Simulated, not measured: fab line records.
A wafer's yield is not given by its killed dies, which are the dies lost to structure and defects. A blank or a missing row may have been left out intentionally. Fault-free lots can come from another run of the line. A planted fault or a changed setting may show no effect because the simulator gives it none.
Chamber matching ; flow sky130 ; SKY_VIA2_CMP_24 on cmp-02: 4 sister chambers
The step polishes, stops on SiO2, t overpolish 20 s, target thk 0 nm. 8 wafers are shown with their chamber, then 11 later ones without.

## WAFERS, EACH WITH ITS CHAMBER
wafer;chamber;motor-current-A (A);time-to-endpoint-s (s)
L085.1;0;10.8;110
L087.1;1;12.6;102
L089.3;2;11.4;95
L089.6;3;9.5;102
L093.1;3;10.1;112
L093.4;1;12.6;103
L093.5;2;11.1;100
L095.1;0;11.0;108

## WAFERS WITHOUT THEIR CHAMBER
wafer;motor-current-A (A);time-to-endpoint-s (s)
L095.3;12.4;104
L095.5;11.4;100
L094.1;13.0;100
L094.3;10.2;105
L094.6;10.2;105
L096.2;11.5;104
L096.4;10.9;100
L096.6;9.5;105
L097.2;12.3;102
L097.3;9.5;109
L097.6;11.1;108

## WHICH CHAMBER EACH WENT THROUGH
wafer;from the rows above;in truth
L095.3;1;1
L095.5;2;2
L094.1;1;1
L094.3;can't be placed: 3 or 0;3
L094.6;can't be placed: 3 or 0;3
L096.2;can't be placed: 2 or 0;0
L096.4;can't be placed: 2 or 0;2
L096.6;3;3
L097.2;1;1
L097.3;3;3
L097.6;can't be placed: 0 or 2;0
6 of 11 placed correctly. Cannot be placed on the basis of these rows: 5; the candidates contain the true chamber in 5. Number placed wrongly: 0.
How it was worked out, from the rows above alone: a wafer's distance from a chamber is the root of the sum, over the readings, of the square of ((its reading less the chamber's mean) divided by the reading's scatter). If the next closest chamber is less than 2 further off than the closest, the wafer can't be placed; otherwise it belongs to the closest. Each chamber's mean is taken over the wafers shown for it. The scatter: take each reading less its chamber's mean, square it, sum over the shown wafers, divide by the number of wafers less the number of chambers, and take the root.
